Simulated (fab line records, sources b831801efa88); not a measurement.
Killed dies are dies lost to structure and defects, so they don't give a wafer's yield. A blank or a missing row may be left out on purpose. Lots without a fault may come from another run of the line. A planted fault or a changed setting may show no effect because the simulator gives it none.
Which tool did it? | flow sky130 | 10 lots, 30 wafers sampled, at 5 steps of a route of 708

WHAT THE GAUGES READ, wafer by wafer
SKY_VT_ADJUST_LVTN_OVL_MEAS_07.
lot  | measured     | on         | VT_ADJUST_LVTN_OVL (nm)
L708 | day 6 18:44  | overlay-01 | -1.1 -0.9 -2.2
L712 | day 7 21:13  | overlay-01 | 0.1 0.5 0.2
L715 | day 8 17:28  | overlay-02 | -3.1 -1.3 -1.5
L716 | day 9 00:43  | overlay-02 | -1.5 0.5 -1.4
L725 | day 11 14:47 | overlay-01 | 1.4 1.0 1.7
L727 | day 12 01:41 | overlay-01 | 0.3 -0.4 -0.3
L728 | day 12 05:55 | overlay-02 | -1.6 -0.9 -1.2
L729 | day 12 12:34 | overlay-02 | -2.7 -0.9 -2.3
L730 | day 13 01:25 | overlay-02 | 0.7 0.5 1.3
L731 | day 13 07:49 | overlay-02 | -1.4 -1.6 -2.5

SKY_VT_ADJUST_HVTR_CD_MEAS_07: target cd 380 nm.
lot  | measured     | on        | cd_nm (nm)
L708 | day 9 06:43  | cd_sem-02 | 380.5 378.0 379.0
L712 | day 10 15:23 | cd_sem-01 | 382.2 379.2 382.2
L715 | day 11 14:37 | cd_sem-02 | 379.0 378.1 378.7
L716 | day 11 22:50 | cd_sem-01 | 381.3 381.0 381.6
L725 | day 14 19:04 | cd_sem-01 | 379.7 380.0 378.6
L727 | day 15 07:23 | cd_sem-01 | 380.6 378.4 379.7
L728 | day 15 10:31 | cd_sem-01 | 379.4 378.2 378.2
L729 | day 15 20:05 | cd_sem-02 | 382.3 384.3 385.2
L730 | day 16 09:11 | cd_sem-02 | 376.7 378.0 378.5
L731 | day 16 16:40 | cd_sem-02 | 379.2 379.5 378.5

SKY_POLY_GATE_THK_MEAS_01.
lot  | measured     | on            | POLY_GATE_CVD_00_THK (nm)
L708 | day 13 18:20 | film_metro-01 | 181.3 183.1 181.2
L712 | day 15 04:02 | film_metro-02 | 177.4 178.7 179.5
L715 | day 16 10:32 | film_metro-03 | 152.0 157.5 167.8 152.0 157.5 168.0
L716 | day 16 21:49 | film_metro-02 | 147.3 141.8 147.0 147.2 141.9 146.9
L725 | day 20 05:32 | film_metro-01 | 180.1 180.0 179.2
L727 | day 20 19:51 | film_metro-02 | 180.8 179.6 179.1
L728 | day 21 00:01 | film_metro-03 | 178.2 177.3 178.5
L729 | day 21 09:25 | film_metro-03 | 181.1 178.9 180.6
L730 | day 21 21:10 | film_metro-03 | 180.8 181.6 181.0
L731 | day 22 07:26 | film_metro-01 | 179.6 181.5 179.0

WHICH TOOL RAN EACH LOT (tool, then ch and the chambers of the sampled wafers, then the start)
lot  | SKY_VT_ADJUST_LVTN_STRIP_20          | SKY_POLY_GATE_CVD_00
L708 | plasma_asher-03 ch 0,1, day 7 13:50  | lpcvd-01 ch 1, day 13 17:07
L712 | plasma_asher-03 ch 0,1, day 8 18:17  | lpcvd-01 ch 1, day 15 02:50
L715 | plasma_asher-01 ch 0,1, day 9 15:26  | lpcvd-01 ch 0, day 16 09:20
L716 | plasma_asher-03 ch 0, day 9 23:24    | lpcvd-01 ch 0, day 16 20:37
L725 | plasma_asher-03 ch 0,1, day 12 15:13 | lpcvd-01 ch 0, day 20 04:20
L727 | plasma_asher-01 ch 0,1, day 13 03:05 | lpcvd-01 ch 0, day 20 18:39
L728 | plasma_asher-03 ch 0,1, day 13 06:25 | lpcvd-01 ch 1, day 20 22:49
L729 | plasma_asher-01 ch 0,1, day 13 15:32 | lpcvd-01 ch 1, day 21 08:12
L730 | plasma_asher-04 ch 0,1, day 14 03:59 | lpcvd-01 ch 1, day 21 19:58
L731 | plasma_asher-04 ch 0,1, day 14 09:35 | lpcvd-01 ch 1, day 22 06:14
- SKY_VT_ADJUST_LVTN_STRIP_20: strips in O2/N2.
- SKY_POLY_GATE_CVD_00: deposits poly-Si, target thk 180 nm, time 720 s.

WHAT THE TOOLS THEMSELVES READ (means of the sampled wafers that have a number; where no wafer has one, the mark that the record gives instead)
SKY_VT_ADJUST_LVTN_STRIP_20.
lot  | tool            | drypump_motor_current_A (A) | oes_product_au (a.u.) | strip_time_to_endpoint_s (s)
L708 | plasma_asher-03 | 5.2                         | 0.711                 | 14.01
L712 | plasma_asher-03 | 5.3                         | 0.717                 | 14.05
L715 | plasma_asher-01 | 5.1                         | 0.715                 | 14.00
L716 | plasma_asher-03 | 5.1                         | 0.716                 | 14.07
L725 | plasma_asher-03 | 5.4                         | 0.714                 | 14.03
L727 | plasma_asher-01 | 5.3                         | 0.722                 | 13.99
L728 | plasma_asher-03 | 5.2                         | 0.715                 | 14.04
L729 | plasma_asher-01 | 5.1                         | 0.713                 | 14.04
L730 | plasma_asher-04 | 6.5                         | 0.713                 | 14.03
L731 | plasma_asher-04 | 6.5                         | 0.714                 | 14.02

SKY_POLY_GATE_CVD_00.
lot  | tool     | spike_tc_centre_C (C) | spike_tc_lower_C (C) | spike_tc_upper_C (C) | zone_power_lower_pct (%) | zone_power_upper_pct (%)
L708 | lpcvd-01 | 621.4                 | 618.8                | 619.0                | 9.4                      | 8.8
L712 | lpcvd-01 | 621.3                 | 618.4                | 618.4                | 9.4                      | 8.8
L715 | lpcvd-01 | 597.2                 | 624.3                | 623.7                | 10.6                     | 9.7
L716 | lpcvd-01 | 597.5                 | 623.7                | 623.0                | 10.5                     | 9.6
L725 | lpcvd-01 | 621.3                 | 621.4                | 620.0                | 8.6                      | 7.8
L727 | lpcvd-01 | 621.7                 | 620.5                | 618.9                | 8.6                      | 7.9
L728 | lpcvd-01 | 622.1                 | 619.3                | 618.5                | 9.3                      | 8.9
L729 | lpcvd-01 | 621.7                 | 619.5                | 616.4                | 9.3                      | 8.7
L730 | lpcvd-01 | 621.8                 | 619.0                | 619.0                | 9.4                      | 8.8
L731 | lpcvd-01 | 622.6                 | 620.7                | 617.8                | 9.4                      | 8.8

THE ANSWER, worked out from the rows above alone
Rule: what is usual is taken from the lots themselves. Put in order of their means at a reading, lots are off if they are a third of the lots or fewer, leave a main group of 4 or more, and stand apart from it by a gap of 3 or more times the standard deviation of the main group's means; of several such gaps the widest counts. A main group whose means are all the same, to the digits that the tables above print for the reading, isn't used. A lot without any number at a reading at which 4 lots or more have one is off too. The other lots that the step has rows for count as sound. The gauges are gone through in route order, then the tools' own readings, and for those a lot's mean is taken as printed above. The first step at which some lot is off is used, and at that step the reading that is off furthest; a lot without a number counts as furthest.
Off: L715, L716, at SKY_POLY_GATE_THK_MEAS_01 (POLY_GATE_CVD_00_THK). The main group: mean 179.9 nm, standard deviation 1.2.
A tool fits if, at a process step before that reading, it ran every lot that is off, and no sound lot after the first of them. The gauges at SKY_POLY_GATE_THK_MEAS_01 aren't tried: what is off there is off at SKY_POLY_GATE_CVD_00 too, on other tools, and a gauge's error can't cause that. None of those tried fits.

WHAT THE SIMULATOR HAD PUT IN
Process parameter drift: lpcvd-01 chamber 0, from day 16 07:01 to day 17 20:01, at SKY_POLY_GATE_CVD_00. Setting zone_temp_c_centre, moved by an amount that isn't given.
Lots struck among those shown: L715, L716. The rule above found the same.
